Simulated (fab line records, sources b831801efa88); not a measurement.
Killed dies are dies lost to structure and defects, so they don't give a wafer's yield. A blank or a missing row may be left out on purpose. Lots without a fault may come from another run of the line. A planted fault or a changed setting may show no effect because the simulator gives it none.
Which tool did it? | flow sky130 | 14 lots, 42 wafers sampled, at 7 steps of a route of 708

WHAT THE GAUGES READ, wafer by wafer
SKY_LI_CONTACT_THK_MEAS_23: measures by xrf. Usual: LI_CONTACT_W_THK 390 nm, standard deviation 7.1.
lot  | measured     | on            | LI_CONTACT_W_THK (nm) | flag
L774 | day 30 19:06 | film_metro-02 | 379 377 378           |
L775 | day 31 01:03 | film_metro-04 | 389 392 389           |
L776 | day 31 05:11 | film_metro-02 | 389 401 399           |
L778 | day 31 16:11 | film_metro-02 | 401 388 385           |
L780 | day 31 20:41 | film_metro-04 | 396 399 402           |
L783 | day 31 21:29 | film_metro-02 | 397 391 385           |
L782 | day 31 21:40 | film_metro-04 | 396 399 395           |
L781 | day 31 22:32 | film_metro-03 | 396 390 377           |
L784 | day 31 23:47 | film_metro-04 | 396 395 394           |
L785 | day 32 04:08 | film_metro-03 | 390 394 393           |
L788 | day 37 11:20 | film_metro-04 | 388 395 396           |
L792 | day 38 01:53 | film_metro-03 | 389 386 390           |
L795 | day 38 08:47 | film_metro-04 | 385 393 391           |
L797 | day 38 09:11 | film_metro-03 | 387 390 390           |

SKY_CONTACT_THK_MEAS_03. Usual: CONTACT_HDPCVD_THK 564 nm, standard deviation 5.6.
lot  | measured     | on            | CONTACT_HDPCVD_THK (nm) | flag
L774 | day 32 00:31 | film_metro-02 | 568 562 573             |
L775 | day 32 05:50 | film_metro-04 | 568 563 568             |
L776 | day 32 10:59 | film_metro-04 | 559 571 568             |
L778 | day 32 21:03 | film_metro-01 | 567 566 570             |
L780 | day 33 02:07 | film_metro-02 | 559 562 567             |
L783 | day 33 02:29 | film_metro-04 | 562 559 568             |
L782 | day 33 02:49 | film_metro-04 | 570 564 560             |
L781 | day 33 03:11 | film_metro-02 | 561 562 559             |
L784 | day 33 05:00 | film_metro-01 | 570 569 555             |
L785 | day 33 09:51 | film_metro-04 | 565 572 561             |
L788 | day 38 16:13 | film_metro-02 | 564 571 561             |
L792 | day 39 05:49 | film_metro-02 | 567 563 563             |
L795 | day 39 11:48 | film_metro-02 | 578 563 295             | OFF
L797 | day 39 12:38 | film_metro-01 | 301 563 562             | OFF

SKY_CONTACT_CD_MEAS_14: target cd 170 nm. Usual: cd_nm 170.1 nm, standard deviation 1.7.
lot  | measured     | on        | cd_nm (nm)        | flag
L774 | day 33 04:58 | cd_sem-01 | 171.6 171.5 171.5 |
L775 | day 33 10:38 | cd_sem-01 | 170.7 171.9 170.9 |
L776 | day 33 14:58 | cd_sem-02 | 167.5 169.1 169.1 |
L778 | day 34 01:41 | cd_sem-01 | 171.2 170.4 169.8 |
L780 | day 34 05:31 | cd_sem-02 | 169.2 169.3 169.1 |
L783 | day 34 05:53 | cd_sem-02 | 175.2 173.6 174.4 |
L782 | day 34 06:29 | cd_sem-01 | 169.7 169.5 169.7 |
L781 | day 34 07:26 | cd_sem-02 | 172.2 170.9 169.4 |
L784 | day 34 08:59 | cd_sem-01 | 169.9 170.4 171.6 |
L785 | day 34 13:20 | cd_sem-02 | 167.9 169.2 168.5 |
L788 | day 39 17:28 | cd_sem-02 | 166.9 167.4 169.1 |
L792 | day 40 07:09 | cd_sem-01 | 165.7 167.5 167.2 |
L795 | day 40 13:49 | cd_sem-02 | 169.6 171.0 170.3 |
L797 | day 40 15:18 | cd_sem-01 | 172.5 173.3 173.6 |

SKY_CONTACT_RS_MEAS_25: measures by four-point-probe. Usual: CONTACT_W_RS 0.338 ohm/sq, standard deviation 0.0037.
lot  | measured     | on            | CONTACT_W_RS (ohm/sq) | flag
L774 | day 33 06:01 | film_metro-01 | 0.336 0.334 0.338     |
L775 | day 33 11:51 | film_metro-01 | 0.343 0.345 0.343     |
L776 | day 33 16:01 | film_metro-04 | 0.337 0.333 0.334     |
L778 | day 34 02:44 | film_metro-04 | 0.339 0.339 0.339     |
L780 | day 34 06:34 | film_metro-02 | 0.335 0.342 0.342     |
L783 | day 34 06:56 | film_metro-04 | 0.337 0.340 0.336     |
L782 | day 34 07:32 | film_metro-04 | 0.337 0.345 0.336     |
L781 | day 34 08:29 | film_metro-04 | 0.338 0.338 0.339     |
L784 | day 34 10:03 | film_metro-04 | 0.334 0.338 0.341     |
L785 | day 34 14:23 | film_metro-01 | 0.340 0.341 0.340     |
L788 | day 39 18:31 | film_metro-01 | 0.339 0.339 0.342     |
L792 | day 40 08:14 | film_metro-02 | 0.334 0.334 0.331     |
L795 | day 40 14:53 | film_metro-04 | 0.336 0.334 0.330     |
L797 | day 40 16:21 | film_metro-04 | 0.333 0.336 0.332     |

WHICH TOOL RAN EACH LOT (tool, then ch and the chambers of the sampled wafers, then the start)
lot  | SKY_CONTACT_HDPCVD_02            | SKY_CONTACT_CMP_04            | SKY_CONTACT_ETCH_17
L774 | hdpcvd-02 ch 1,2, day 32 00:27   | cmp-01 ch 1,2, day 32 00:37   | rie_diel-03 ch 0,2, day 33 05:10
L775 | hdpcvd-01 ch 0,1, day 32 05:46   | cmp-02 ch 0,2, day 32 05:53   | rie_diel-01 ch 0,2, day 33 10:50
L776 | hdpcvd-02 ch 0,1,2, day 32 10:54 | cmp-01 ch 0,2,3, day 32 11:05 | rie_diel-03 ch 0,2, day 33 15:08
L778 | hdpcvd-02 ch 1,2, day 32 20:58   | cmp-01 ch 1,2,3, day 32 21:09 | rie_diel-03 ch 0,1,2, day 34 01:52
L780 | hdpcvd-02 ch 0,1, day 33 02:03   | cmp-01 ch 0,2,3, day 33 02:11 | rie_diel-03 ch 0,1,2, day 34 05:43
L783 | hdpcvd-01 ch 0,1,2, day 33 02:24 | cmp-02 ch 1,2,3, day 33 02:35 | rie_diel-01 ch 1,2, day 34 06:04
L782 | hdpcvd-02 ch 1,2, day 33 02:45   | cmp-01 ch 0,2,3, day 33 02:56 | rie_diel-03 ch 0,1,3, day 34 06:41
L781 | hdpcvd-01 ch 0,1, day 33 03:06   | cmp-01 ch 0,1,3, day 33 03:14 | rie_diel-01 ch 0,1,2, day 34 07:37
L784 | hdpcvd-01 ch 0,1,2, day 33 04:56 | cmp-02 ch 0,1, day 33 05:07   | rie_diel-01 ch 0,2, day 34 09:11
L785 | hdpcvd-01 ch 0,1, day 33 09:46   | cmp-02 ch 1,2,3, day 33 09:57 | rie_diel-03 ch 1,2,3, day 34 13:31
L788 | hdpcvd-02 ch 0,2, day 38 16:08   | cmp-01 ch 0,1,2, day 38 16:22 | rie_diel-01 ch 0,1,2, day 39 17:38
L792 | hdpcvd-02 ch 0,2, day 39 05:45   | cmp-01 ch 0,2,3, day 39 05:53 | rie_diel-04 ch 0,1,2, day 40 07:20
L795 | hdpcvd-01 ch 0,1,2, day 39 11:44 | cmp-02 ch 1,2, day 39 11:53   | rie_diel-04 ch 0,1,3, day 40 13:56
L797 | hdpcvd-01 ch 1,2, day 39 12:34   | cmp-02 ch 0,2,3, day 39 12:42 | rie_diel-04 ch 0,1,2, day 40 15:29
- SKY_CONTACT_HDPCVD_02: deposits SiO2, target thk 565 nm, time 94.2 s.
- SKY_CONTACT_CMP_04: polishes SiO2.
- SKY_CONTACT_ETCH_17: etches SiO2 in C4F8/O2/Ar, stops on Si3N4, target depth 340 nm.

WHAT THE TOOLS THEMSELVES READ (means of the sampled wafers that have a number; where no wafer has one, the mark that the record gives instead)
SKY_CONTACT_CMP_04. Usual: motor_current_A 12.4 A, standard deviation 1; time_to_endpoint_s 83 s, standard deviation 6.1.
lot  | tool   | motor_current_A (A) | time_to_endpoint_s (s) | flag
L774 | cmp-01 | 11.7                | 87                     |
L775 | cmp-02 | 12.5                | 79                     |
L776 | cmp-01 | 12.7                | 89                     |
L778 | cmp-01 | 12.3                | 84                     |
L780 | cmp-01 | 13.0                | 84                     |
L783 | cmp-02 | 12.5                | 80                     |
L782 | cmp-01 | 12.7                | 86                     |
L781 | cmp-01 | 12.1                | 84                     |
L784 | cmp-02 | 11.7                | 84                     |
L785 | cmp-02 | 12.3                | 79                     |
L788 | cmp-01 | 12.4                | 81                     |
L792 | cmp-01 | 13.2                | 85                     |
L795 | cmp-02 | 12.9                | 73                     |
L797 | cmp-02 | 12.4                | 70                     |

SKY_CONTACT_ETCH_17. Usual: oes_product_au 0.892 a.u., standard deviation 0.0051.
lot  | tool        | oes_product_au (a.u.) | flag
L774 | rie_diel-03 | 0.895                 |
L775 | rie_diel-01 | 0.891                 |
L776 | rie_diel-03 | 0.897                 |
L778 | rie_diel-03 | 0.894                 |
L780 | rie_diel-03 | 0.888                 |
L783 | rie_diel-01 | 0.888                 |
L782 | rie_diel-03 | 0.893                 |
L781 | rie_diel-01 | 0.892                 |
L784 | rie_diel-01 | 0.892                 |
L785 | rie_diel-03 | 0.895                 |
L788 | rie_diel-01 | 0.891                 |
L792 | rie_diel-04 | 0.898                 |
L795 | rie_diel-04 | 0.865                 | OFF
L797 | rie_diel-04 | 0.872                 | OFF

THE ANSWER, worked out from the rows above alone
Rule: a lot is off if the mean of its wafers that have a number lies more than 3 standard deviations from the usual mean. A lot without any number at a reading at which 4 lots or more have one is off too. The other lots that the step has rows for count as sound. The gauges are gone through in route order, then the tools' own readings, and for those a lot's mean is taken as printed above. The first step at which some lot is off is used, and at that step the reading that is off furthest; a lot without a number counts as furthest.
Off: L795, L797, at SKY_CONTACT_THK_MEAS_03 (CONTACT_HDPCVD_THK).
A tool fits if, at a process step before that reading, it ran every lot that is off, and no sound lot after the first of them. The gauges at SKY_CONTACT_THK_MEAS_03 aren't tried: what is off there is off at SKY_CONTACT_ETCH_17 too, on other tools, and a gauge's error can't cause that. One fits: hdpcvd-01 at SKY_CONTACT_HDPCVD_02. Its last sound lot is L785 (day 33 09:46), its first lot that is off L795 (day 39 11:44): a fault that began between those two fits.

WHAT THE SIMULATOR HAD PUT IN
Process parameter drift: hdpcvd-01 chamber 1, from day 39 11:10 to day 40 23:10, at SKY_CONTACT_HDPCVD_02. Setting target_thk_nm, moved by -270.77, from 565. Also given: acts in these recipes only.
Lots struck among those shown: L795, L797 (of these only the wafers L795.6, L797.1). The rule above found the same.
